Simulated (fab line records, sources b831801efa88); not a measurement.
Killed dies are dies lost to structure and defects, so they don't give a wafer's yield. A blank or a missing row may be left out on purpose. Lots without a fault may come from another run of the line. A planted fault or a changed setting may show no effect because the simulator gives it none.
One fault seen from 2 desks | flow gf180mcu | each desk has only its own numbers; what lay behind them comes last

THE METROLOGY DESK
What the gauges read, lot by lot, whatever tool the lot ran on: means of the sampled wafers that have a number. A lot is out of limits, marked OUT, if its mean lies more than 4 standard deviations from the usual mean; the brackets give that distance.
Columns: A = cd_nm at GF_NSD_CD_MEAS_07, usual 399.8 nm; B = NSD_RS at GF_PSD_RS_MEAS_14, usual 46.14 ohm/sq; C = PSD_RS at GF_PSD_RS_MEAS_15, usual 108.54 ohm/sq; D = SALICIDE_TIN_RS at GF_SALICIDE_RS_MEAS_04, usual 16.4 ohm/sq
lot  | first seen here | A     | B               | C                | D
L674 | day 13 03:56    | 398.8 | 46.17           | 108.56           | 16.6
L677 | day 14 13:19    | 401.3 | 46.19           | 109.10           | 16.7
L679 | day 15 09:12    | 399.8 | 46.13           | 108.60           | 16.6
L678 | day 15 11:51    | 398.5 | 46.07           | 108.26           | 16.6
L681 | day 16 02:54    | 396.4 | 46.18           | 108.62           | 16.7
L683 | day 17 06:45    | 399.4 | 46.11           | 108.44           | 16.4
L685 | day 17 12:22    | 403.7 | 46.22           | 108.56           | 16.7
L687 | day 18 05:16    | 395.7 | 46.13           | 108.62           | 16.5
L691 | day 19 06:38    | 401.3 | 46.19           | 108.98           | 16.1
L692 | day 19 17:30    | 398.8 | 48.49 (+30) OUT | 120.88 (+44) OUT | 16.0
L693 | day 19 22:55    | 398.7 | 48.64 (+32) OUT | 121.16 (+45) OUT | 16.0
L696 | day 20 21:36    | 400.2 | 46.13           | 108.55           | 16.2
This desk's finding: out of limits on L692, L693; first on L692, day 20 19:08 (NSD_RS at GF_PSD_RS_MEAS_14). In limits: L674, L677, L679, L678, L681, L683, L685, L687, L691, L696.

THE TOOL OWNER'S DESK: rtp_anneal-01
The tool's own readings at GF_PSD_RTA_13 (time 20 s): means of the sampled wafers that have a number, for each lot that ran on this tool. A lot is out of limits, marked OUT, if its mean lies more than 4 standard deviations from the usual mean; the brackets give that distance.
Columns: A = lamp_power_pct at GF_PSD_RTA_13, usual 35.1 %; B = wafer_temp_C_max at GF_PSD_RTA_13, usual 1028.5
lot  | first seen here | A    | B
L674 | day 14 00:45    | 32.6 | 1027.7
L679 | day 16 08:22    | 32.6 | 1027.6
L681 | day 17 02:26    | 32.6 | 1028.5
L683 | day 18 06:56    | 32.6 | 1027.6
L691 | day 20 07:38    | 32.6 | 1027.6
L692 | day 20 19:03    | 31.0 | 1008.4 (-17) OUT
L693 | day 20 23:39    | 31.0 | 1008.8 (-16) OUT
This desk's finding: out of limits on L692, L693; first on L692, day 20 19:03 (wafer_temp_C_max at GF_PSD_RTA_13). In limits: L674, L679, L681, L683, L691.

PUT TOGETHER
The tool owner's desk could have raised an alarm at day 20 19:03, on L692, L693.
The metrology desk could have raised an alarm at day 20 19:08, on L692, L693.
Of the lots named, all ran GF_PSD_RTA_13 on rtp_anneal-01.

WHAT THE SIMULATOR HAD PUT IN
Process parameter drift: rtp_anneal-01, from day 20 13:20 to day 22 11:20, at GF_PSD_RTA_13. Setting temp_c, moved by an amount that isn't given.
Lots struck among those shown: L692, L693.
Hours from the fault's start to each desk's first reading out of limits: the tool owner's desk, 6; the metrology desk, 6.
